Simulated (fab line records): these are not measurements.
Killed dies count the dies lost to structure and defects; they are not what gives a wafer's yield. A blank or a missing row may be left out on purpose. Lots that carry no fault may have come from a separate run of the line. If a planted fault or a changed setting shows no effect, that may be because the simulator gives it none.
8D (eight disciplines) problem report, filled in by code | flow sky130 | the parts of the form that need people (team, actions taken, sign-off) are left out

## 1. WHAT WENT WRONG
oes_product_au at SKY_VIA3_ETCH_14 reads a mean of 0.972 a.u. on 2 wafers of 1 lot; wafers without a fault read 0.855 a.u. with a standard deviation of 0.0051. Relative to the usual mean, that is a shift of +23 standard deviations.
The step: etches BARC in N2/H2, stops on SiO2, time 45.9 s, target depth 60 nm.
Earliest sighting: wafer L883.1 on rie_diel-02 at day 44 23:13. Wafers with a number at this step in the record: 39, from 13 lots. Rule for "out", or "out of limits": more than 4 standard deviations from the usual mean. All remaining wafers that have a number are taken as sound.

## 2. WHAT IT IS AND WHAT IT IS NOT
question                    | is                           | is not
which readings at this step | oes_product_au, run_length_s | drypump_motor_current_A
which lots                  | L883                         | L866, L867, L868, L869, L870, L871, L874, L876, L878, L881, L884, L887
which wafers of those lots  | L883.1, L883.6               | L883.4
read on which tools         | rie_diel-02                  | rie_diel-01, rie_diel-03
when                        | from day 44 23:13            | up to then (31 sound wafers); but 6 sound wafers of L884, L887 came after

## 3. SUSPECTS, AND WHAT RULES EACH OUT
Counting: if a tool at a process step up to the reading ran every lot that is out, it stays a suspect. Sound lots after the first of them don't rule it out here, since some wafers of a struck lot are sound.
- rie_diel-02 at SKY_VIA3_ETCH_14 (etches BARC in N2/H2, stops on SiO2, time 45.9 s, target depth 60 nm): kept. The lot that is out, L883, ran on it at day 44 23:13; the last sound lot it ran before that was L881, at day 44 13:26. Its own oes_product_au, run_length_s readings are out on those wafers.
- Within rie_diel-02 at SKY_VIA3_ETCH_14: the wafers that are out ran in chambers 0, 3; their sound lot-mates ran in chamber 1.
After counting, what remains is rie_diel-02 at SKY_VIA3_ETCH_14.

## 4. THE CAUSE (what the simulator had put in)
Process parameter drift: rie_diel-02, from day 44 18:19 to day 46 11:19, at SKY_VIA3_ETCH_14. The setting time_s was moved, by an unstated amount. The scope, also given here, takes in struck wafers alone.
Only this tool survived the counting.

## 5. THE EFFECT CHAIN, in route order
Each row: a reading whose mean over the struck wafers that have a number lies more than 3 standard deviations from the usual. Scope: only readings with a usual standard deviation given in the record; hours: median across lots of the time from each lot's start at the first step in this table that gives one to its start at this step; sigmas: change in usual standard deviations.
hours | step             | reading        | usual      | on struck wafers | change | sigmas
0     | SKY_VIA3_ETCH_14 | oes_product_au | 0.855 a.u. | 0.972            | +0.117 | +23
0     | SKY_VIA3_ETCH_14 | run_length_s   | 74.4 s     | 68.4             | -6.0   | -11
Process steps it contains:
- SKY_VIA3_ETCH_14: etches BARC in N2/H2, stops on SiO2, time 45.9 s, target depth 60 nm.

## 6. WHAT WOULD HAVE CAUGHT IT SOONER
In this record the first reading out of limits was taken at day 44 23:13, 5 hours after the fault began at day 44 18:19.
